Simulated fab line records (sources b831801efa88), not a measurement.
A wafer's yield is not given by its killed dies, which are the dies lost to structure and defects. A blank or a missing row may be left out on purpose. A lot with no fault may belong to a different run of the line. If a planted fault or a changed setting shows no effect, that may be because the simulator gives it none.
The tool behind it: which one? -- flow gf180mcu -- 13 lots with 39 wafers sampled at 2 steps, on a route of 602 steps

## WHAT THE GAUGES READ, wafer by wafer
GF_CONTACT_RS_MEAS_25: uses a four-point probe to measure. Usual: CONTACT_W_RS typically reads 0.387 ohm/sq, with standard deviation 0.0039.
lot,measured,on,CONTACT_W_RS (ohm/sq),flag
L524,day 16 09:04,film-metro-01,0.387 0.385 0.393,
L525,day 16 19:26,film-metro-04,0.382 0.378 0.382,
L528,day 17 14:04,film-metro-03,0.386 0.390 0.382,
L527,day 17 16:48,film-metro-04,0.390 0.390 0.387,
L529,day 18 00:50,film-metro-04,0.391 0.388 0.390,
L530,day 18 09:30,film-metro-04,0.388 0.384 0.384,
L534,day 19 20:56,film-metro-03,0.389 0.388 0.387,
L536,day 20 15:16,film-metro-04,0.388 0.389 0.386,
L537,day 20 20:32,film-metro-03,0.387 0.384 0.384,
L539,day 21 19:33,film-metro-04,0.383 0.387 0.387,
L540,day 22 00:41,film-metro-01,0.389 0.389 0.384,
L541,day 22 08:39,film-metro-04,0.379 0.380 0.382,
L547,day 24 06:50,film-metro-03,0.393 0.390 0.396,

GF_CONTACT_THK_MEAS_26: measures by xrf. Usual: CONTACT_W_THK typically reads 306 nm, with standard deviation 4.1.
lot,measured,on,CONTACT_W_THK (nm),flag
L524,day 16 09:11,film-metro-01,305 302 300,
L525,day 16 19:34,film-metro-04,310 316 311,
L528,day 17 14:10,film-metro-03,305 301 308,
L527,day 17 16:53,film-metro-04,306 308 309,
L529,day 18 00:56,film-metro-04,305 309 307,
L530,day 18 09:37,film-metro-04,308 310 311,
L534,day 19 21:03,film-metro-03,302 305 306,
L536,day 20 15:22,film-metro-04,307 304 308,
L537,day 20 20:39,film-metro-03,308 308 310,
L539,day 21 19:40,film-metro-04,313 309 310,
L540,day 22 00:48,film-metro-01,301 301 307,
L541,day 22 08:46,film-metro-04,314 314 312,
L547,day 24 06:57,film-metro-03,302 304 301,

## EACH LOT AND THE TOOL THAT RAN IT (in order: tool; ch and the chambers of the sampled wafers; start)
The record holds no process step before these readings.

## WHAT THE TOOLS THEMSELVES READ (means of the sampled wafers that have a number; where no wafer has one, the mark that the record gives instead)
The record holds no such reading with a usual standard deviation.

## THE ANSWER, worked out from the rows above alone
Rule: a lot counts as off when the mean over its wafers that have a number is more than 3 standard deviations away from the usual mean. Also off: a lot with no number at a reading for which 4 or more lots have one. The other lots that the step has rows for count as sound. First the gauges in route order, then the tools' own readings, where a lot's mean is used as printed above. At the first step where some lot is off, the reading lying furthest off is the one used; lots without a number count as furthest.
Nothing can be told from this: no lot is off at any reading shown.

## WHAT WAS PUT IN BY THE SIMULATOR
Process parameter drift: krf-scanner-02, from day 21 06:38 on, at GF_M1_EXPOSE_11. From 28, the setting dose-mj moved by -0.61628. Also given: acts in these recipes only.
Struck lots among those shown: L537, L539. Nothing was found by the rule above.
